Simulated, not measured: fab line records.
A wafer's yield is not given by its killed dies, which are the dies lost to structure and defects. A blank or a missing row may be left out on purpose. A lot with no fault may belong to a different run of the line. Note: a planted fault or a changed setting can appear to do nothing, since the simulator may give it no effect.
Struck lot and sound lot, side by side    flow sky130    26 steps out of a route of 708
Sound: the wafers L452.3, L452.4, L452.5. Wafers L446.1, L446.3, L446.5 were the ones struck. The cause is named last.
Per side, at each step with rows, come the tool, then ch with its chambers, and then its first start. Under that, the readings that differ: sound wafers    struck wafers    difference of the means    sigmas: that difference in standard deviations of wafers without a fault.
alike: readings with means less than 2 such deviations apart, plus words and numbers identical on both sides. not compared: withheld readings, readings lacking a value on some wafer, bounds such as >300 that could conceal the same value, and numbers that have no deviation in the record and whose values overlap.
The two part at a step that has a row with sigmas, a row that says differs or no value, or rows on one side only. Numbers that don't overlap but have no deviation are shown without sigmas and don't part them. Lack of a reading on every wafer of one side parts them only where that side has two or more wafers.

SKY_LDD_N_STRIP_16: strips in O2/N2.
  sound on plasma_asher-03 ch 0,1, day 25 00:23; struck on plasma_asher-02 ch 1, day 22 09:40
  alike: chamber_pressure_mTorr, drypump_motor_current_A, oes_product_au, strip_time_to_endpoint_s
  not compared: rf_hours_counter_h
SKY_LDD_N_TW_MEAS_17:
  sound on film_metro-01, day 25 00:28; struck on film_metro-02, day 22 09:46
  alike: LDD_N_TW
then, 7 steps without rows for these wafers: SKY_LDD_P_DEHYDRATE_00 (time 60 s); SKY_LDD_P_HMDS_01 (prime time 60 s); SKY_LDD_P_COAT_02 (resist thk 1140 nm); SKY_LDD_P_SOFTBAKE_03 (time 60 s); SKY_LDD_P_EXPOSE_04 (exposes mask PSDM, target cd 380 nm); SKY_LDD_P_PEB_05; SKY_LDD_P_DEVELOP_06 (develop time 60 s).
SKY_LDD_P_CD_MEAS_07 targets a cd of 380 nm.
  sound on cd_sem-02, day 26 05:46; struck on cd_sem-01, day 23 16:22
  alike: cd_nm
SKY_LDD_P_OVL_MEAS_08:
  sound on overlay-01, day 26 05:51; struck on overlay-01, day 23 16:29
  alike: LDD_P_OVL
following that, these wafers have no rows for 1 step: SKY_LDD_P_IMPLANT_09.
SKY_LDD_P_STRIP_10: strips in O2/N2.
  sound on plasma_asher-04 ch 0,1, day 26 06:04; struck on plasma_asher-02 ch 0,1, day 23 16:40
  no value came back on the struck wafers for chamber_pressure_mTorr (mTorr), drypump_motor_current_A (A), oes_product_au (a.u.), strip_time_to_endpoint_s (s); on the sound wafers chamber_pressure_mTorr (mTorr) reads 1498.4 1499.5 1499.9
reading                                     sound  struck          difference  sigmas
model.NOVOLAK_of_LDD_P_COAT_02.thk_nm (nm)  0 0 0  1133 1136 1134  +1134       
  not compared: rf_hours_counter_h
SKY_LDD_P_TW_MEAS_11:
  sound on film_metro-03, day 26 06:08; struck on film_metro-04, day 23 16:46
  alike: LDD_P_TW
then, 7 steps without rows for these wafers: SKY_LDD_HVN_DEHYDRATE_00 (time 60 s); SKY_LDD_HVN_HMDS_01 (prime time 60 s); SKY_LDD_HVN_COAT_02 (resist thk 300 nm); SKY_LDD_HVN_SOFTBAKE_03 (time 60 s); SKY_LDD_HVN_EXPOSE_04 (exposes mask HVNTM, target cd 700 nm); SKY_LDD_HVN_PEB_05; SKY_LDD_HVN_DEVELOP_06 (develop time 60 s).
SKY_LDD_HVN_OVL_MEAS_07:
  sound on overlay-02, day 27 10:44; struck on overlay-01, day 24 22:27
  alike: LDD_HVN_OVL
following that, these wafers have no rows for 1 step: SKY_LDD_HVN_IMPLANT_08.
SKY_LDD_HVN_STRIP_09: strips in O2/N2.
  sound on plasma_asher-03 ch 0,1, day 27 10:56; struck on plasma_asher-03 ch 0,1, day 24 22:38
reading                       sound              struck                difference  sigmas
oes_product_au (a.u.)         0.408 0.411 0.415  0.724 0.731 0.720     +0.314      +70
strip_time_to_endpoint_s (s)  4.144 4.142 4.169  21.644 21.684 21.684  +17.519     +99 or more
  alike: chamber_pressure_mTorr, drypump_motor_current_A
  not compared: rf_hours_counter_h
SKY_LDD_HVN_TW_MEAS_10:
  sound on film_metro-04, day 27 11:01; struck on film_metro-02, day 24 22:44
reading     sound           struck    difference  sigmas
LDD_HVN_TW  1444 1445 1450  30 30 30  -1416       -99 or more
then, 1 step without rows for these wafers: SKY_LDD_HVP_DEHYDRATE_00 (time 60 s).

WHERE THEY PART
First at SKY_LDD_P_STRIP_10; last, within this record, at SKY_LDD_HVN_TW_MEAS_10.

WHY: what had been put in by the simulator
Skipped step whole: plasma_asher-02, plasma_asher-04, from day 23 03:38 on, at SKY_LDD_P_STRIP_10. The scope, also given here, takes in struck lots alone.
